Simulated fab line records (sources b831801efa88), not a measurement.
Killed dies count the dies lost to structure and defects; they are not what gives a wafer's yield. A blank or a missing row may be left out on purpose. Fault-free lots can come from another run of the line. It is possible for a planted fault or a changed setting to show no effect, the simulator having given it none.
Lot-split experiment :: flow sky130 :: 23 wafers read across 5 lots, on a route 708 steps long

== ABOUT THE SPLIT ==
At SKY_POLY_CUT_COAT_03 (resist thk 450 nm), the setting resist_thk_nm was moved away from the recipe's 450 nm on 5 of the 23 wafers read, by -4.6% to -2.6%. All remaining wafers had this setting at the recipe value.

The file shows no step between the split and the reading.

== THE READING ==
KrF-thick_of_POLY_CUT_COAT_03.thk_nm (the simulator's own value, which no gauge read), in nm, at SKY_POLY_CUT_ETCH_10 (etches BARC in N2/H2, stops on SiO2, time 45.9 s, target depth 60 nm). The file gives no usual value for it. Average 408.8 nm, standard deviation 0.97 nm, over the 18 wafers here run with the recipe.

wafer: L078.2
tool, chamber at the split: litho_track-04, 0
resist_thk_nm as run, nm: 450
against the recipe: recipe
KrF-thick_of_POLY_CUT_COAT_03.thk_nm, nm: 409.2
against lot-mates on the recipe: -

wafer: L078.3
tool, chamber at the split: litho_track-04, 0
resist_thk_nm as run, nm: 450
against the recipe: recipe
KrF-thick_of_POLY_CUT_COAT_03.thk_nm, nm: 409.1
against lot-mates on the recipe: -

wafer: L078.6
tool, chamber at the split: litho_track-04, 0
resist_thk_nm as run, nm: 450
against the recipe: recipe
KrF-thick_of_POLY_CUT_COAT_03.thk_nm, nm: 409.1
against lot-mates on the recipe: -

wafer: L079.1
tool, chamber at the split: litho_track-01, 0
resist_thk_nm as run, nm: 450
against the recipe: recipe
KrF-thick_of_POLY_CUT_COAT_03.thk_nm, nm: 408.3
against lot-mates on the recipe: -

wafer: L079.2
tool, chamber at the split: litho_track-01, 0
resist_thk_nm as run, nm: 450
against the recipe: recipe
KrF-thick_of_POLY_CUT_COAT_03.thk_nm, nm: 408.3
against lot-mates on the recipe: -

wafer: L079.4
tool, chamber at the split: litho_track-01, 0
resist_thk_nm as run, nm: 450
against the recipe: recipe
KrF-thick_of_POLY_CUT_COAT_03.thk_nm, nm: 408.3
against lot-mates on the recipe: -

wafer: L079.5
tool, chamber at the split: litho_track-01, 0
resist_thk_nm as run, nm: 450
against the recipe: recipe
KrF-thick_of_POLY_CUT_COAT_03.thk_nm, nm: 406.9
against lot-mates on the recipe: -

wafer: L079.6
tool, chamber at the split: litho_track-01, 0
resist_thk_nm as run, nm: 450
against the recipe: recipe
KrF-thick_of_POLY_CUT_COAT_03.thk_nm, nm: 407.7
against lot-mates on the recipe: -

wafer: L080.1
tool, chamber at the split: litho_track-02, 0
resist_thk_nm as run, nm: 438.4
against the recipe: -2.6%
KrF-thick_of_POLY_CUT_COAT_03.thk_nm, nm: 396.9
against lot-mates on the recipe: -11.6

wafer: L080.2
tool, chamber at the split: litho_track-02, 0
resist_thk_nm as run, nm: 450
against the recipe: recipe
KrF-thick_of_POLY_CUT_COAT_03.thk_nm, nm: 409.6
against lot-mates on the recipe: -

wafer: L080.4
tool, chamber at the split: litho_track-02, 0
resist_thk_nm as run, nm: 438.4
against the recipe: -2.6%
KrF-thick_of_POLY_CUT_COAT_03.thk_nm, nm: 396.3
against lot-mates on the recipe: -12.2

wafer: L080.5
tool, chamber at the split: litho_track-02, 0
resist_thk_nm as run, nm: 438.4
against the recipe: -2.6%
KrF-thick_of_POLY_CUT_COAT_03.thk_nm, nm: 396.5
against lot-mates on the recipe: -12.0

wafer: L080.6
tool, chamber at the split: litho_track-02, 0
resist_thk_nm as run, nm: 450
against the recipe: recipe
KrF-thick_of_POLY_CUT_COAT_03.thk_nm, nm: 407.4
against lot-mates on the recipe: -

wafer: L081.1
tool, chamber at the split: litho_track-04, 0
resist_thk_nm as run, nm: 450
against the recipe: recipe
KrF-thick_of_POLY_CUT_COAT_03.thk_nm, nm: 408.3
against lot-mates on the recipe: -

wafer: L081.2
tool, chamber at the split: litho_track-04, 0
resist_thk_nm as run, nm: 429.2
against the recipe: -4.6%
KrF-thick_of_POLY_CUT_COAT_03.thk_nm, nm: 388.5
against lot-mates on the recipe: -20.4

wafer: L081.3
tool, chamber at the split: litho_track-04, 0
resist_thk_nm as run, nm: 450
against the recipe: recipe
KrF-thick_of_POLY_CUT_COAT_03.thk_nm, nm: 410.5
against lot-mates on the recipe: -

wafer: L081.4
tool, chamber at the split: litho_track-04, 0
resist_thk_nm as run, nm: 429.2
against the recipe: -4.6%
KrF-thick_of_POLY_CUT_COAT_03.thk_nm, nm: 389.1
against lot-mates on the recipe: -19.8

wafer: L081.5
tool, chamber at the split: litho_track-04, 0
resist_thk_nm as run, nm: 450
against the recipe: recipe
KrF-thick_of_POLY_CUT_COAT_03.thk_nm, nm: 407.9
against lot-mates on the recipe: -

wafer: L085.1
tool, chamber at the split: litho_track-04, 0
resist_thk_nm as run, nm: 450
against the recipe: recipe
KrF-thick_of_POLY_CUT_COAT_03.thk_nm, nm: 409.7
against lot-mates on the recipe: -

wafer: L085.2
tool, chamber at the split: litho_track-04, 0
resist_thk_nm as run, nm: 450
against the recipe: recipe
KrF-thick_of_POLY_CUT_COAT_03.thk_nm, nm: 410.4
against lot-mates on the recipe: -

wafer: L085.3
tool, chamber at the split: litho_track-04, 0
resist_thk_nm as run, nm: 450
against the recipe: recipe
KrF-thick_of_POLY_CUT_COAT_03.thk_nm, nm: 408.8
against lot-mates on the recipe: -

wafer: L085.4
tool, chamber at the split: litho_track-04, 0
resist_thk_nm as run, nm: 450
against the recipe: recipe
KrF-thick_of_POLY_CUT_COAT_03.thk_nm, nm: 409.9
against lot-mates on the recipe: -

wafer: L085.5
tool, chamber at the split: litho_track-04, 0
resist_thk_nm as run, nm: 450
against the recipe: recipe
KrF-thick_of_POLY_CUT_COAT_03.thk_nm, nm: 409
against lot-mates on the recipe: -

FIT RESULTS
A straight line over all 23 wafers: KrF-thick_of_POLY_CUT_COAT_03.thk_nm changes by +4.45 nm for each +1% of resist_thk_nm; r = +0.99; the points scatter about the line by 0.97 nm.
The same after taking each lot's own level away (the mean of its wafers on the recipe; 23 wafers): +4.43 nm for each +1%; r = +0.99; scatter 0.72 nm.
On that fit, the largest move of resist_thk_nm shifts the reading by 20 nm.
From 407.90 to 409.56 nm: that is the span of the lots' own levels, equal to 1.7 times the standard deviation above.
So the lot-to-lot level changes the slope little: the two slopes agree.
Check: with one of the wafers moved furthest among these (-4.6%) left out of the fit, the line predicts -20.6 nm for it against its lot-mates. Against them it came out at -20.4 nm.

== FURTHER SPLITS ON THESE WAFERS ==
Note: prior to the reading, these wafers also went through further splits. Each is held against what the fit with the lots' levels taken away leaves over:
other split on the same wafers: SKY_LDD_P_EXPOSE_04 dose_mj
wafers away from the commonest value: 6
r with KrF-thick_of_POLY_CUT_COAT_03.thk_nm (lot level and that fit taken away): -0.07

other split on the same wafers: SKY_LDD_P_IMPLANT_09 energy_kev
wafers away from the commonest value: 6
r with KrF-thick_of_POLY_CUT_COAT_03.thk_nm (lot level and that fit taken away): +0.13

other split on the same wafers: SKY_LDD_HVN_SOFTBAKE_03 temp_c
wafers away from the commonest value: 12
r with KrF-thick_of_POLY_CUT_COAT_03.thk_nm (lot level and that fit taken away): -0.25

other split on the same wafers: SKY_LDD_HVP_IMPLANT_08 energy_kev
wafers away from the commonest value: 6
r with KrF-thick_of_POLY_CUT_COAT_03.thk_nm (lot level and that fit taken away): -0.16

== THE WHOLE CHAIN: every reading that the file lists as answering this split, in the file's order ==
step: SKY_POLY_CUT_COAT_03
what it does: resist thk 450 nm
reading: KrF-thick_of_POLY_CUT_COAT_03.thk_nm (the simulator's own value, which no gauge read)
change (the file's fit): +4.45 nm for each +1% of the setting
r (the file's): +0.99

step: SKY_POLY_CUT_ETCH_10
what it does: etches BARC in N2/H2, stops on SiO2, time 45.9 s, target depth 60 nm
reading: KrF-thick_of_POLY_CUT_COAT_03.thk_nm (the simulator's own value, which no gauge read)
change (the file's fit): +4.42 nm for each +1% of the setting
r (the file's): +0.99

step: SKY_POLY_CUT_STRIP_12
what it does: strips in O2/N2
reading: strip_time_to_endpoint_s
change (the file's fit): withheld for each +1% of the setting
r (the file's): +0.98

== THE FILE'S OWN FIT ==
KrF-thick_of_POLY_CUT_COAT_03.thk_nm changes by +4.42 nm for each +1% of resist_thk_nm, r = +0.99.
